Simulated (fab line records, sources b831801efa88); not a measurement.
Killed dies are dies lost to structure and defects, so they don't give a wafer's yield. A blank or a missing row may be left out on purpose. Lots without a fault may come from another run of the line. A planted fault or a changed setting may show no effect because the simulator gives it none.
Problem report in the 8D (eight disciplines) form, filled by code | flow gf180mcu | the parts of the form that need people (team, actions taken, sign-off) are left out

1. THE PROBLEM
rf_fwd_power_W at GF_M5_ETCH_09 reads a mean of 912 W on 1 wafer of 1 lot; wafers without a fault read 785 W with a standard deviation of 3.8. That is +33 standard deviations from the usual mean.
The step: etches Si3N4 in CF4/O2, target depth 52 nm, time 11.6 s.
First seen on wafer L730.4, day 29 00:34, on rie_diel-02. The record holds 15 wafers of 5 lots with a number at this step. Rule for "out", or "out of limits": more than 4 standard deviations from the usual mean. The other wafers with a number count as sound.

2. WHAT IT IS AND WHAT IT IS NOT
question                    | is                             | is not
which readings at this step | rf_fwd_power_W, oes_product_au | drypump_motor_current_A
which lots                  | L730                           | L723, L733, L738, L742
which wafers of those lots  | L730.4                         | L730.5, L730.6
read on which tools         | rie_diel-02                    | rie_diel-03, rie_diel-04
when                        | from day 29 00:34              | up to then (5 sound wafers); but 9 sound wafers of L733, L738, L742 came after

3. SUSPECTS, AND WHAT RULES EACH OUT
Counting: a tool at a process step up to the reading stays a suspect if it ran every lot that is out. Sound lots after the first of them don't rule it out here, since some wafers of a struck lot are sound.
- plasma_asher-03 at GF_MIM_STRIP_20 (strips in O2/N2): kept. It ran the lot that is out, L730 (day 28 04:19).
- rie_diel-02 at GF_M5_ETCH_09 (etches Si3N4 in CF4/O2, target depth 52 nm, time 11.6 s): kept. It ran the lot that is out, L730 (day 29 00:34). Its own readings are out on those wafers: oes_product_au, rf_fwd_power_W.
- Within rie_diel-02 at GF_M5_ETCH_09: the wafers that are out ran in chamber 2; their sound lot-mates ran in chambers 0, 3.
Left after counting: plasma_asher-03 at GF_MIM_STRIP_20, rie_diel-02 at GF_M5_ETCH_09.

4. THE CAUSE (what the simulator had put in)
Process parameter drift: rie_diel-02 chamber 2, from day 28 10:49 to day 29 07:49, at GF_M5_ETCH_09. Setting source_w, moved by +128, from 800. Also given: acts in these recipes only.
Counting left 2 suspects, and this tool is among them.

5. THE CHAIN OF EFFECTS, in route order
Each row: a reading whose mean over the struck wafers that have a number lies more than 3 standard deviations from the usual. Only readings for which the record gives a usual standard deviation are gone through. hours: the time from each lot's start at the first step in this table that gives one to its start at this step, as a median over the lots. sigmas: the change in usual standard deviations.
hours | step          | reading        | usual      | on struck wafers | change | sigmas
0     | GF_M5_ETCH_09 | oes_product_au | 1.001 a.u. | 1.095            | +0.094 | +7.2
0     | GF_M5_ETCH_09 | rf_fwd_power_W | 785 W      | 912              | +127   | +33
The process steps in it:
- GF_M5_ETCH_09: etches Si3N4 in CF4/O2, target depth 52 nm, time 11.6 s.

6. WHAT WOULD HAVE CAUGHT IT SOONER
In this record the first reading out of limits was taken at day 29 00:34, 14 hours after the fault began at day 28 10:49.
